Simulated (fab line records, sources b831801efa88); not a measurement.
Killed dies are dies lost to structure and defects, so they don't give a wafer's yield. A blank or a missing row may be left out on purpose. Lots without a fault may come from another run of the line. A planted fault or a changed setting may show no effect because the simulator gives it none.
Which tool did it? | flow sky130 | 6 lots, 18 wafers sampled, at 3 steps of a route of 708

WHAT THE GAUGES READ, wafer by wafer
SKY_NWELL_OVL_MEAS_23.
lot  | measured     | on         | NWELL_01_OVL (nm)
L452 | day 5 14:59  | overlay-01 | -1.2 0.3 2.7
L454 | day 6 02:41  | overlay-02 | 2.2 0.8 1.4
L456 | day 6 12:56  | overlay-02 | 2.3 2.5 2.9
L463 | day 8 06:34  | overlay-01 | 0.7 2.6 1.4
L469 | day 9 17:59  | overlay-01 | 1.3 1.7 0.6
L472 | day 10 15:14 | overlay-02 | -0.2 -0.1 -0.1

WHICH TOOL RAN EACH LOT (tool, then ch and the chambers of the sampled wafers, then the start)
lot  | SKY_FIELD_ISO_ETCH_17           | SKY_NWELL_EXPOSE_20
L452 | rie_si-02 ch 2,3, day 2 10:45   | iline_stepper-02 ch 0, day 5 05:46
L454 | rie_si-02 ch 0,1,3, day 2 21:00 | iline_stepper-02 ch 0, day 5 17:34
L456 | rie_si-01 ch 1,2,3, day 3 07:18 | iline_stepper-02 ch 0, day 6 03:32
L463 | rie_si-01 ch 0,1,2, day 4 18:18 | iline_stepper-02 ch 0, day 7 21:26
L469 | rie_si-01 ch 0,3, day 6 02:32   | iline_stepper-02 ch 0, day 9 07:23
L472 | rie_si-02 ch 0,1,3, day 6 18:04 | iline_stepper-02 ch 0, day 10 04:02
- SKY_FIELD_ISO_ETCH_17: etches Si in HBr/Cl2/O2, target depth 342 nm, time 97.7 s.
- SKY_NWELL_EXPOSE_20: exposes mask NWM COMPLEMENT, target cd 840 nm.

THE ANSWER, worked out from the rows above alone
Rule: what is usual is taken from the lots themselves. Put in order of their means at a reading, lots are off if they are a third of the lots or fewer, leave a main group of 4 or more, and stand apart from it by a gap of 3 or more times the standard deviation of the main group's means; of several such gaps the widest counts. A main group whose means are all the same, to the digits that the tables above print for the reading, isn't used. A lot without any number at a reading at which 4 lots or more have one is off too. The other lots that the step has rows for count as sound.
No lot is off at any reading shown: from this, nothing can be told.

WHAT THE SIMULATOR HAD PUT IN
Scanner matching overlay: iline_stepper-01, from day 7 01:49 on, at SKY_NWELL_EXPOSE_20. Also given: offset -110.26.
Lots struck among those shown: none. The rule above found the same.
